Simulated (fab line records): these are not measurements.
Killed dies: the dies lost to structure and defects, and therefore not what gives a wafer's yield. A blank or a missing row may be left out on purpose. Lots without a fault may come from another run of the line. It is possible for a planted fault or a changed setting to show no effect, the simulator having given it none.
Problem report in the 8D (eight disciplines) form, filled by code + flow gf180mcu + the parts of the form that need people (team, actions taken, sign-off) are left out

## 1. THE PROBLEM
rf fwd power W at GF_M5_ETCH_09 reads a mean of 912 W on 3 wafers of 3 lots; wafers without a fault read 788 W with a standard deviation of 4.5. That puts it +28 standard deviations away from the usual mean.
The step: etches Si3N4 in CF4/O2, target depth 52 nm, time 11.6 s.
First seen on wafer L715.2, day 29 23:47, on rie diel-03. The record holds 17 wafers of 7 lots with a number at this step. Rule for "out", or "out of limits": more than 4 standard deviations from the usual mean. All remaining wafers that have a number are taken as sound.

## 2. WHAT IT IS, AND WHAT IT ISN'T
| question                    | is                             | is not                                                                         |
|-----------------------------|--------------------------------|--------------------------------------------------------------------------------|
| which readings at this step | rf fwd power W, oes product au | drypump motor current A                                                        |
| which lots                  | L715, L717, L718               | L706, L713, L722, L726                                                         |
| which wafers of those lots  | L715.2, L717.6, L718.2         | L717.2, L717.4                                                                 |
| read on which tools         | rie diel-03                    | rie diel-01, rie diel-04                                                       |
| when                        | from day 29 23:47              | up to then (6 sound wafers); but 8 sound wafers of L717, L722, L726 came after |

## 3. WHAT RULES OUT EACH SUSPECT
Counting: a tool at a process step up to the reading stays a suspect if it ran every lot that is out. Sound lots after the first of them don't rule it out here, since some wafers of a struck lot are sound.
- rie diel-03 at GF_M5_ETCH_09 (etches Si3N4 in CF4/O2, target depth 52 nm, time 11.6 s): kept. It ran every lot that is out, first L715 (day 29 23:47); its last sound lot up to then is L706 (day 26 23:47). Its own oes product au, rf fwd power W readings are out on those wafers.
- In rie diel-03 at GF_M5_ETCH_09, the wafers that are out were processed in chamber 1 and their sound lot-mates in chambers 0, 2.
After counting, what remains is rie diel-03 at GF_M5_ETCH_09.

## 4. THE CAUSE (what the simulator had put in)
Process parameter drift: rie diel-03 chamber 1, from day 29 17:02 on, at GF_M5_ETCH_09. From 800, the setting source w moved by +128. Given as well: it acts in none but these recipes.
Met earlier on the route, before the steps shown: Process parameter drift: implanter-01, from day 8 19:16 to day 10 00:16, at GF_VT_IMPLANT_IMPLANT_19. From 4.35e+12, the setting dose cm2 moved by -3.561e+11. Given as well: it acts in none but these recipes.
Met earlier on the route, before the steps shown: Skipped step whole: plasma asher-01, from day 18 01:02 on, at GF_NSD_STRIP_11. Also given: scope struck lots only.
After counting, this tool was the only one left.

## 5. THE CHAIN OF EFFECTS, in route order
Each row: a reading whose mean over the struck wafers that have a number lies more than 3 standard deviations from the usual. Only readings for which the record gives a usual standard deviation are gone through. hours: the time from each lot's start at the first step in this table that gives one to its start at this step, as a median over the lots. sigmas: the change in usual standard deviations.
| hours | step          | reading        | usual      | on struck wafers | change | sigmas |
|-------|---------------|----------------|------------|------------------|--------|--------|
| 0     | GF_M5_ETCH_09 | oes product au | 1.001 a.u. | 1.074            | +0.073 | +7.8   |
| 0     | GF_M5_ETCH_09 | rf fwd power W | 788 W      | 912              | +124   | +28    |
The process steps in it:
- GF_M5_ETCH_09: etches Si3N4 in CF4/O2, target depth 52 nm, time 11.6 s.

## 6. WHAT WOULD HAVE CAUGHT IT SOONER
First out-of-limits reading in this record: day 29 23:47, which is 7 hours after fault onset at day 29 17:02.
